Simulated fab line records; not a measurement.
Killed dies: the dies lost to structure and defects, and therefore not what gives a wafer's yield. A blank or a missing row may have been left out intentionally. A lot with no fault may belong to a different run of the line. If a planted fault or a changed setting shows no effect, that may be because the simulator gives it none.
Lot-split experiment    flow sky130    route with 708 steps; 5 lots, 23 wafers read

ABOUT THE SPLIT
At SKY_METAL4_METAL_ETCH_18 (etches the open film in Cl2/BCl3, stops on SiO2, target depth 845 nm, time 183.1 s), the setting time_s was moved away from the recipe's 183.1 s on 6 of the 23 wafers read, by -13.9% to -5.9%. For the rest of the wafers, this setting stayed at what the recipe calls for.

The reading is taken at the split's own step.

THE READING
oes_product_au, in a.u., at SKY_METAL4_METAL_ETCH_18 (etches the open film in Cl2/BCl3, stops on SiO2, target depth 845 nm, time 183.1 s). A value of 0.866 a.u. with a standard deviation of 0.0054 a.u. is what fault-free wafers of this fab line usually give.

wafer   tool, chamber at the split  time_s as run, s  against the recipe  oes_product_au, a.u.  against lot-mates on the recipe
L074.1  rie_metal-04, 0             183.1             recipe              0.862                 -
L074.4  rie_metal-04, 1             183.1             recipe              0.865                 -
L074.6  rie_metal-04, 0             183.1             recipe              0.862                 -
L077.1  rie_metal-04, 0             183.1             recipe              0.874                 -
L077.2  rie_metal-04, 1             157.6             -13.9%              0.947                 +0.076
L077.3  rie_metal-04, 0             183.1             recipe              0.866                 -
L077.4  rie_metal-04, 1             157.6             -13.9%              0.944                 +0.073
L077.5  rie_metal-04, 1             183.1             recipe              0.874                 -
L081.1  rie_metal-01, 0             183.1             recipe              0.871                 -
L081.2  rie_metal-01, 1             183.1             recipe              0.857                 -
L081.4  rie_metal-01, 0             183.1             recipe              0.861                 -
L081.5  rie_metal-01, 0             183.1             recipe              0.873                 -
L081.6  rie_metal-01, 1             183.1             recipe              0.861                 -
L082.1  rie_metal-01, 0             183.1             recipe              0.876                 -
L082.2  rie_metal-01, 1             168.1             -8.2%               0.914                 +0.045
L082.3  rie_metal-01, 0             183.1             recipe              0.867                 -
L082.4  rie_metal-01, 1             183.1             recipe              0.864                 -
L082.6  rie_metal-01, 1             168.1             -8.2%               0.914                 +0.045
L084.1  rie_metal-01, 1             172.3             -5.9%               0.887                 +0.017
L084.3  rie_metal-01, 0             172.3             -5.9%               0.889                 +0.019
L084.4  rie_metal-01, 1             183.1             recipe              0.866                 -
L084.5  rie_metal-01, 1             183.1             recipe              0.870                 -
L084.6  rie_metal-01, 0             183.1             recipe              0.875                 -

FIT RESULTS
A straight line over all 23 wafers: oes_product_au changes by -0.00544 a.u. for each +1% of time_s; r = -0.97; the points scatter about the line by 0.0062 a.u.
The same after taking each lot's own level away (the mean of its wafers on the recipe; 23 wafers): -0.00515 a.u. for each +1%; r = -0.97; scatter 0.0058 a.u.
The reading moves by 0.072 a.u. for the largest change in time_s, on that fit.
The lots' own levels span 0.8630 to 0.8713 a.u., that is 1.5 times the standard deviation above.
Consequently the slope shifts little with the lot-to-lot level, the two slopes agreeing.
Check: with one of the wafers moved furthest among these (-13.9%) left out of the fit, the line predicts +0.0688 a.u. for it against its lot-mates. It came out at +0.0757 a.u. against them.
Tool readings at the split's step, against how far the setting was moved: oes_product_au r = -0.97.

THESE WAFERS: OTHER SPLITS
These wafers also went through other splits before the reading. Each is held against what the fit with the lots' levels taken away leaves over:
other split on the same wafers   wafers away from the commonest value  r with oes_product_au (lot level and that fit taken away)
SKY_VIA3_COAT_06 resist_thk_nm   7                                     +0.20
SKY_VIA3_ETCH_14 source_w        9                                     -0.34
SKY_CAP2M_SPUTTER_02 time_s      9                                     +0.25
SKY_CAP2M_DEVELOP_11 dev_temp_c  4                                     +0.23

THE WHOLE CHAIN: every reading that the file lists as answering this split, in the file's order
step                      what it does                                                                        reading                                                                              change (the file's fit)                   r (the file's)
SKY_METAL4_METAL_ETCH_18  etches the open film in Cl2/BCl3, stops on SiO2, target depth 845 nm, time 183.1 s  oes_product_au                                                                       -0.0051 a.u. for each +1% of the setting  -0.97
SKY_METAL4_METAL_ETCH_18  etches the open film in Cl2/BCl3, stops on SiO2, target depth 845 nm, time 183.1 s  KrF-thick_of_METAL4_COAT_08.thk_nm (the simulator's own value, which no gauge read)  -5.49 nm for each +1% of the setting      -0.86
SKY_METAL4_STRIP_19       strips in O2/N2                                                                     strip_time_to_endpoint_s                                                             withheld for each +1% of the setting      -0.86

THE FILE'S OWN FIT
oes_product_au changes by -0.0051 a.u. for each +1% of time_s, r = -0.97.
